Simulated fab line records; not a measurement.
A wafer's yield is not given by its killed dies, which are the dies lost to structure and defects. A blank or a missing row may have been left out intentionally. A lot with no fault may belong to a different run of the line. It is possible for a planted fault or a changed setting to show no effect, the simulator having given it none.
Matching of chambers ; flow sky130 ; 4 sister chambers for SKY_LI_CONTACT_CMP_24 on cmp-01
The step polishes, stops on PSG, t overpolish 20 s, target thk 0 nm. 14 wafers are shown with their chamber, then 7 later ones without.

## WAFERS, EACH WITH ITS CHAMBER
wafer;chamber;motor current A (A);overpolish run s (s);slurry flow ml min
L824.1;3;12.1;19.994;150.6
L824.2;2;11.5;19.996;149.9
L824.5;0;9.5;20.009;150.3
L828.3;0;9.5;20.013;150.0
L828.4;2;10.6;20.005;149.1
L828.6;3;12.3;19.991;149.8
L830.1;0;9.9;20.013;150.6
L830.3;2;11.1;19.996;149.3
L830.6;0;9.2;19.996;150.8
L832.1;0;9.7;20.010;150.0
L832.5;0;10.1;19.998;149.5
L832.6;1;10.2;20.013;149.8
L835.2;2;11.0;19.994;149.6
L835.3;3;12.0;20.005;150.5

SIGNATURES, as means of the wafers listed above
reading;chamber 0;chamber 1;chamber 2;chamber 3;scatter within a chamber
motor current A;9.650;10.200;11.050;12.133;0.312
overpolish run s;20.00650;20.01300;19.99775;19.99667;0.00683
slurry flow ml min;150.200;149.800;149.475;150.300;0.43
Rule: for a wafer and a chamber, the distance is found by dividing, reading by reading, the gap between the wafer's reading and the chamber's mean by the reading's scatter, squaring, summing and taking the root. The wafer belongs to the nearest chamber; if the next one is less than 2 further off, it can't be placed. The scatter is the square root of a quotient: the sum, over the shown wafers, of each reading's squared deviation from its chamber's mean, divided by wafers minus chambers.

## WAFERS MISSING THEIR CHAMBER
wafer;motor current A (A);overpolish run s (s);slurry flow ml min
L835.6;10.1;20.004;150.1
L837.2;11.9;19.993;150.0
L837.3;11.0;19.989;150.2
L837.4;11.6;20.010;150.9
L843.3;11.6;20.008;150.4
L843.4;9.7;19.996;150.2
L843.5;9.3;20.010;149.5

## CHAMBER TAKEN BY EACH
wafer;from the rows above;in truth
L835.6;can't be placed: 0 or 1 or 2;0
L837.2;can't be placed: 3 or 2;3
L837.3;can't be placed: 2 or 3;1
L837.4;can't be placed: 3 or 2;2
L843.3;can't be placed: 3 or 2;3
L843.4;can't be placed: 0 or 1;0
L843.5;can't be placed: 0 or 1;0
0 of 7 placed correctly. Unplaceable from these rows: 7, with the true chamber sitting among the candidates in 6. 0 placed wrongly.
